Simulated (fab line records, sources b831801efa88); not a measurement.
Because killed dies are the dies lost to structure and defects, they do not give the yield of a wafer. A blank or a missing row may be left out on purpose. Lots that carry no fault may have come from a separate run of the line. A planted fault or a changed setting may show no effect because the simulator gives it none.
Which of the tools did it? | flow gf180mcu | Sampling: 14 lots, 42 wafers, 5 of 602 route steps

== WHAT THE GAUGES READ, wafer by wafer ==
GF_V1_OVL_MEAS_15. Usual: V1_OVL gives 2 nm (standard deviation 5.5).
lot  | measured     | on         | V1_OVL (nm) | flag
L260 | day 18 12:35 | overlay-01 | 4 -6 1      |
L259 | day 18 16:30 | overlay-02 | 16 10 5     |
L262 | day 19 08:48 | overlay-02 | 6 5 6       |
L264 | day 19 23:25 | overlay-01 | 0 -4 2      |
L266 | day 20 16:21 | overlay-02 | 10 3 0      |
L267 | day 21 00:58 | overlay-01 | 8 1 -1      |
L269 | day 21 16:53 | overlay-02 | 8 0 0       |
L271 | day 22 03:23 | overlay-01 | -4 -1 -9    |
L273 | day 23 09:33 | overlay-02 | 4 -1 10     |
L278 | day 25 09:31 | overlay-01 | 8 1 -2      |
L280 | day 25 20:35 | overlay-02 | 3 -5 0      |
L279 | day 26 04:11 | overlay-01 | 4 0 4       |
L281 | day 26 09:06 | overlay-01 | 1 4 2       |
L282 | day 26 15:58 | overlay-01 | 5 2 -1      |

GF_V2_CD_MEAS_14: target cd 260 nm. Usual: cd_nm reads 259.4 nm (standard deviation 1.3).
lot  | measured     | on        | cd_nm (nm)        | flag
L260 | day 20 14:14 | cd_sem-01 | 258.4 258.8 259.5 |
L259 | day 20 17:57 | cd_sem-01 | 261.3 262.0 262.1 |
L262 | day 21 12:00 | cd_sem-02 | 259.1 259.4 257.8 |
L264 | day 22 01:16 | cd_sem-01 | 259.3 259.5 258.1 |
L266 | day 22 18:30 | cd_sem-01 | 259.4 260.1 259.6 |
L267 | day 23 03:08 | cd_sem-01 | 258.8 258.9 259.9 |
L269 | day 23 17:55 | cd_sem-02 | 258.4 259.7 260.1 |
L271 | day 24 04:18 | cd_sem-01 | 294.4 295.3 294.6 | OFF
L273 | day 25 08:41 | cd_sem-01 | 286.5 286.7 284.7 | OFF
L278 | day 27 06:59 | cd_sem-02 | 261.6 260.9 260.5 |
L280 | day 27 16:28 | cd_sem-01 | 258.7 259.6 259.8 |
L279 | day 28 01:13 | cd_sem-02 | 259.9 259.7 260.1 |
L281 | day 28 05:23 | cd_sem-01 | 260.3 261.1 260.4 |
L282 | day 28 10:35 | cd_sem-02 | 258.1 259.8 260.0 |

== EACH LOT AND THE TOOL THAT RAN IT (in order: tool; ch and the chambers of the sampled wafers; start) ==
lot  | GF_V1_ETCH_16                      | GF_V1_SPUTTER_22             | GF_V2_SOFTBAKE_10
L260 | rie_diel-02 ch 2,3, day 18 12:37   | pvd_sputter-02, day 18 13:22 | litho_track-04 ch 0, day 20 02:00
L259 | rie_diel-03 ch 0,3, day 18 16:32   | pvd_sputter-04, day 18 17:16 | litho_track-01 ch 0, day 20 05:00
L262 | rie_diel-01 ch 0,1, day 19 08:50   | pvd_sputter-03, day 19 09:34 | litho_track-01 ch 0, day 21 00:00
L264 | rie_diel-02 ch 0,1,3, day 19 23:26 | pvd_sputter-02, day 20 00:10 | litho_track-01 ch 0, day 21 13:00
L266 | rie_diel-01 ch 2,3, day 20 16:23   | pvd_sputter-04, day 20 17:10 | litho_track-04 ch 0, day 22 06:00
L267 | rie_diel-02 ch 2,3, day 21 00:59   | pvd_sputter-04, day 21 01:44 | litho_track-02 ch 0, day 22 15:00
L269 | rie_diel-01 ch 2,3, day 21 16:55   | pvd_sputter-04, day 21 17:38 | litho_track-02 ch 0, day 23 06:00
L271 | rie_diel-03 ch 0,1,2, day 22 03:25 | pvd_sputter-02, day 22 04:08 | litho_track-02 ch 0, day 23 17:00
L273 | rie_diel-01 ch 0,1,2, day 23 09:35 | pvd_sputter-03, day 23 10:20 | litho_track-02 ch 0, day 24 21:00
L278 | rie_diel-02 ch 0,1,2, day 25 09:34 | pvd_sputter-04, day 25 10:17 | litho_track-04 ch 0, day 26 20:00
L280 | rie_diel-01 ch 2,3, day 25 20:37   | pvd_sputter-03, day 25 21:20 | litho_track-01 ch 0, day 27 06:00
L279 | rie_diel-01 ch 0,2,3, day 26 04:13 | pvd_sputter-02, day 26 04:56 | litho_track-02 ch 0, day 27 14:00
L281 | rie_diel-03 ch 0,2, day 26 09:08   | pvd_sputter-03, day 26 09:52 | litho_track-02 ch 0, day 27 19:00
L282 | rie_diel-03 ch 0,1,2, day 26 16:01 | pvd_sputter-03, day 26 16:44 | litho_track-01 ch 0, day 28 01:00
- GF_V1_ETCH_16: etches BARC in N2/H2.
- GF_V1_SPUTTER_22: material TiN, target thk 10 nm, time 40 s.
- GF_V2_SOFTBAKE_10: time 60 s.

== WHAT THE TOOLS THEMSELVES READ (means of the sampled wafers that have a number; where no wafer has one, the mark that the record gives instead) ==
GF_V1_ETCH_16. Usual: drypump_motor_current_A 5.5 A, standard deviation 0.58; n2_flow_sccm 100.01 sccm, standard deviation 0.29; oes_product_au 0.855 a.u., standard deviation 0.0043; throttle_valve_pct 13.226 %, standard deviation 0.0087.
lot  | tool        | drypump_motor_current_A (A) | n2_flow_sccm (sccm) | oes_product_au (a.u.) | throttle_valve_pct (%) | flag
L260 | rie_diel-02 | 5.5                         | 100.22              | 0.857                 | 13.225                 |
L259 | rie_diel-03 | 4.9                         | 100.19              | 0.857                 | 13.230                 |
L262 | rie_diel-01 | 5.9                         | 100.04              | 0.857                 | 13.222                 |
L264 | rie_diel-02 | 5.4                         | 99.87               | 0.855                 | 13.218                 |
L266 | rie_diel-01 | 5.1                         | 100.03              | 0.856                 | 13.219                 |
L267 | rie_diel-02 | 5.6                         | 100.08              | 0.860                 | 13.222                 |
L269 | rie_diel-01 | 5.2                         | 100.15              | 0.850                 | 13.229                 |
L271 | rie_diel-03 | 5.6                         | 100.01              | 0.856                 | 13.224                 |
L273 | rie_diel-01 | 5.9                         | 100.06              | 0.855                 | 13.237                 |
L278 | rie_diel-02 | 5.5                         | 99.95               | 0.852                 | 13.226                 |
L280 | rie_diel-01 | 5.1                         | 100.06              | 0.853                 | 13.225                 |
L279 | rie_diel-01 | 5.4                         | 99.98               | 0.855                 | 13.226                 |
L281 | rie_diel-03 | 5.2                         | 99.83               | 0.852                 | 13.221                 |
L282 | rie_diel-03 | 5.6                         | 100.11              | 0.854                 | 13.221                 |

GF_V1_SPUTTER_22. Usual: throttle_valve_pct reads 29.5 % (standard deviation 1).
lot  | tool           | throttle_valve_pct (%) | flag
L260 | pvd_sputter-02 | 29.6                   |
L259 | pvd_sputter-04 | 29.8                   |
L262 | pvd_sputter-03 | 28.4                   |
L264 | pvd_sputter-02 | 29.5                   |
L266 | pvd_sputter-04 | 29.3                   |
L267 | pvd_sputter-04 | 29.4                   |
L269 | pvd_sputter-04 | 30.1                   |
L271 | pvd_sputter-02 | 29.7                   |
L273 | pvd_sputter-03 | 28.7                   |
L278 | pvd_sputter-04 | 29.0                   |
L280 | pvd_sputter-03 | 29.5                   |
L279 | pvd_sputter-02 | 29.8                   |
L281 | pvd_sputter-03 | 30.2                   |
L282 | pvd_sputter-03 | 30.2                   |

GF_V2_SOFTBAKE_10. Usual: heater_power_total_W 93.05 W, standard deviation 0.058; plate_temp_C 130.00 C, standard deviation 0.13; resist_line_temp_C 22.99 C, standard deviation 0.11.
lot  | tool           | heater_power_total_W (W) | plate_temp_C (C) | resist_line_temp_C (C) | flag
L260 | litho_track-04 | 93.13                    | 129.98           | 23.13                  |
L259 | litho_track-01 | 93.07                    | 129.93           | 23.11                  |
L262 | litho_track-01 | 92.99                    | 129.85           | 23.01                  |
L264 | litho_track-01 | 93.04                    | 129.91           | 23.06                  |
L266 | litho_track-04 | 93.00                    | 129.94           | 22.74                  |
L267 | litho_track-02 | 93.04                    | 130.11           | 22.93                  |
L269 | litho_track-02 | 93.06                    | 130.10           | 23.00                  |
L271 | litho_track-02 | 102.63                   | 140.12           | 22.88                  | OFF
L273 | litho_track-02 | 102.60                   | 140.07           | 23.03                  | OFF
L278 | litho_track-04 | 93.01                    | 130.03           | 22.90                  |
L280 | litho_track-01 | 93.05                    | 130.05           | 23.04                  |
L279 | litho_track-02 | 93.05                    | 129.92           | 23.11                  |
L281 | litho_track-02 | 92.97                    | 129.92           | 23.06                  |
L282 | litho_track-01 | 93.02                    | 130.21           | 22.99                  |

== THE ANSWER, worked out from the rows above alone ==
Rule: a lot is off if the mean of its wafers that have a number lies more than 3 standard deviations from the usual mean. Also off: a lot with no number at a reading for which 4 or more lots have one. Any other lot the step has rows for is counted as sound. First the gauges in route order, then the tools' own readings, where a lot's mean is used as printed above. The first step at which some lot is off is used, and at that step the reading that is off furthest; a lot without a number counts as furthest.
Off, at GF_V2_CD_MEAS_14 on cd_nm: L271, L273.
If a tool, at a process step before that reading, ran all the lots that are off and no sound lot after the first of them, it fits. The gauges at GF_V2_CD_MEAS_14 aren't tried: what is off there is off at GF_V2_SOFTBAKE_10 too, on other tools, and a gauge's error can't cause that. None of those tried fits.

== WHAT HAD BEEN PUT IN BY THE SIMULATOR ==
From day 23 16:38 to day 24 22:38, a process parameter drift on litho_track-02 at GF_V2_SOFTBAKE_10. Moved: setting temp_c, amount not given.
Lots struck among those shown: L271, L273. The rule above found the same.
